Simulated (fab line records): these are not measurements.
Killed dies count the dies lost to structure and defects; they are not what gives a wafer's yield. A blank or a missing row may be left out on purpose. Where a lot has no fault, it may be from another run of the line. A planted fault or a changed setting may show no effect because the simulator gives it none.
Matching of chambers || flow sky130 || SKY_VIA2_CMP_24 on cmp-02: 4 sister chambers
The step polishes, stops on SiO2, t overpolish 20 s, target thk 0 nm. 4 wafers are shown with their chamber, then 9 later ones without.

EACH WAFER AND ITS CHAMBER
{"wafer": "L769.2", "chamber": 0, "motor current A (A)": 10.4}
{"wafer": "L770.2", "chamber": 3, "motor current A (A)": 11.7}
{"wafer": "L781.5", "chamber": 1, "motor current A (A)": 11.3}
{"wafer": "L781.6", "chamber": 2, "motor current A (A)": 13.8}

WAFERS MISSING THEIR CHAMBER
{"wafer": "L783.4", "motor current A (A)": 10.7}
{"wafer": "L783.5", "motor current A (A)": 12.9}
{"wafer": "L783.6", "motor current A (A)": 12.3}
{"wafer": "L780.2", "motor current A (A)": 12.8}
{"wafer": "L780.4", "motor current A (A)": 12.3}
{"wafer": "L780.5", "motor current A (A)": 11.9}
{"wafer": "L785.1", "motor current A (A)": 10.7}
{"wafer": "L785.3", "motor current A (A)": 11.7}
{"wafer": "L785.6", "motor current A (A)": 11.8}

THE CHAMBER EACH PASSED THROUGH
{"wafer": "L783.4", "from the rows above": "can't be placed: 0 or 1 or 3", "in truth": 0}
{"wafer": "L783.5", "from the rows above": "can't be placed: 2 or 3 or 1", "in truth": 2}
{"wafer": "L783.6", "from the rows above": "can't be placed: 3 or 1 or 2", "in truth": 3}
{"wafer": "L780.2", "from the rows above": "can't be placed: 2 or 3 or 1", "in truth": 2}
{"wafer": "L780.4", "from the rows above": "can't be placed: 3 or 1 or 2", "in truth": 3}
{"wafer": "L780.5", "from the rows above": "can't be placed: 3 or 1", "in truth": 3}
{"wafer": "L785.1", "from the rows above": "can't be placed: 0 or 1 or 3", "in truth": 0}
{"wafer": "L785.3", "from the rows above": "can't be placed: 3 or 1", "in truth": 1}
{"wafer": "L785.6", "from the rows above": "can't be placed: 3 or 1", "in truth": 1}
Correct placement for 0 of the 9. These rows do not allow placing 9 (true chamber among the candidates in 9). Wrongly placed: 0.
How it was worked out, from the rows above alone: a wafer's distance from a chamber is the root of the sum, over the readings, of the square of ((its reading less the chamber's mean) divided by the reading's scatter). The wafer belongs to the nearest chamber; if the next one is less than 2 further off, it can't be placed. A chamber's mean is the mean of its shown wafers. The scatter: with one shown wafer a chamber, the root of the mean of the squares of how far each hidden wafer lies from its nearest shown one.
